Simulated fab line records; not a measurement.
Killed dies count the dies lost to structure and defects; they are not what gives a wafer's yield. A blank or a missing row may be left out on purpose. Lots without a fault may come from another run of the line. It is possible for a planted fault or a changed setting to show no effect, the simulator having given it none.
One fault seen from 2 desks -- flow sky130 -- every desk sees just its own numbers, and what lay behind them comes last

THE TOOL OWNER'S DESK: cmp-01
The tool's own readings at SKY_VIA2_CMP_02 (polishes SiO2): means of the sampled wafers that have a number, for each lot that ran on this tool. Marked OUT: a lot whose mean sits more than 4 standard deviations from the usual mean, which makes it out of limits; the brackets give that distance.
Columns: A = motorCurrentA at SKY_VIA2_CMP_02, usual 12.8 A
lot,first seen here,A
L879,day 35 23:34,12.4
L883,day 37 06:02,12.8
L884,day 37 11:17,11.6
L885,day 37 23:30,12.2
L893,day 40 08:42,12.4
L894,day 40 16:11,13.2
L895,day 40 20:25,12.7
L899,day 41 20:02,12.7
This desk's verdict: no lot among the 8 shows anything out of limits.

FROM THE METROLOGY DESK
What the gauges read, lot by lot, whatever tool the lot ran on: means of the sampled wafers that have a number. Marked OUT: a lot whose mean sits more than 4 standard deviations from the usual mean, which makes it out of limits; the brackets give that distance.
Columns: A = VIA2_OVL at SKY_VIA2_OVL_MEAS_13, usual 1 nm
lot,first seen here,A
L877,day 36 05:03,0
L878,day 36 06:35,2
L879,day 37 02:31,3
L883,day 38 07:46,5
L884,day 38 13:31,8
L885,day 39 00:52,1
L886,day 39 13:41,4
L893,day 41 09:34,1
L894,day 41 16:00,0
L895,day 41 21:07,-2
L898,day 42 06:49,1
L899,day 42 19:37,-8
This desk's verdict: no lot among the 12 shows anything out of limits.

BROUGHT TOGETHER
The desk of the tool owner found nothing out of limits.
Metrology desk: nothing out of limits seen.

WHAT WAS PUT IN BY THE SIMULATOR
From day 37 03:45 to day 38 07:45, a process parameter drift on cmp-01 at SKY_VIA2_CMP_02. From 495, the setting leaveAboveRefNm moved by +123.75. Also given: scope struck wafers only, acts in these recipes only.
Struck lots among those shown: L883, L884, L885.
